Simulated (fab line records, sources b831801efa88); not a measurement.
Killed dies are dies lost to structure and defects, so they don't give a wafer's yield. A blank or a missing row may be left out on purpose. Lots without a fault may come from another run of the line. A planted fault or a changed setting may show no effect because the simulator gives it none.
Which tool did it? | flow sky130 | 6 lots, 18 wafers sampled, at 1 step of a route of 708

WHAT THE GAUGES READ, wafer by wafer
SKY_RES_PROTECT_TW_MEAS_08.
lot  | measured     | on            | POLY_GATE_TW
L334 | day 15 15:38 | film_metro-03 | 3923 3940 3933
L336 | day 16 18:53 | film_metro-03 | 3957 3953 3951
L340 | day 17 22:26 | film_metro-03 | 3964 3969 3974
L344 | day 19 08:24 | film_metro-03 | 3945 3944 3959
L347 | day 21 03:46 | film_metro-03 | 3950 3949 3968
L354 | day 23 06:04 | film_metro-03 | 3941 3939 3961

WHICH TOOL RAN EACH LOT (tool, then ch and the chambers of the sampled wafers, then the start)
The record holds no process step before these readings.

THE ANSWER, worked out from the rows above alone
Rule: what is usual is taken from the lots themselves. Put in order of their means at a reading, lots are off if they are a third of the lots or fewer, leave a main group of 4 or more, and stand apart from it by a gap of 3 or more times the standard deviation of the main group's means; of several such gaps the widest counts. A main group whose means are all the same, to the digits that the tables above print for the reading, isn't used. A lot without any number at a reading at which 4 lots or more have one is off too. The other lots that the step has rows for count as sound.
No lot is off at any reading shown: from this, nothing can be told.

WHAT THE SIMULATOR HAD PUT IN
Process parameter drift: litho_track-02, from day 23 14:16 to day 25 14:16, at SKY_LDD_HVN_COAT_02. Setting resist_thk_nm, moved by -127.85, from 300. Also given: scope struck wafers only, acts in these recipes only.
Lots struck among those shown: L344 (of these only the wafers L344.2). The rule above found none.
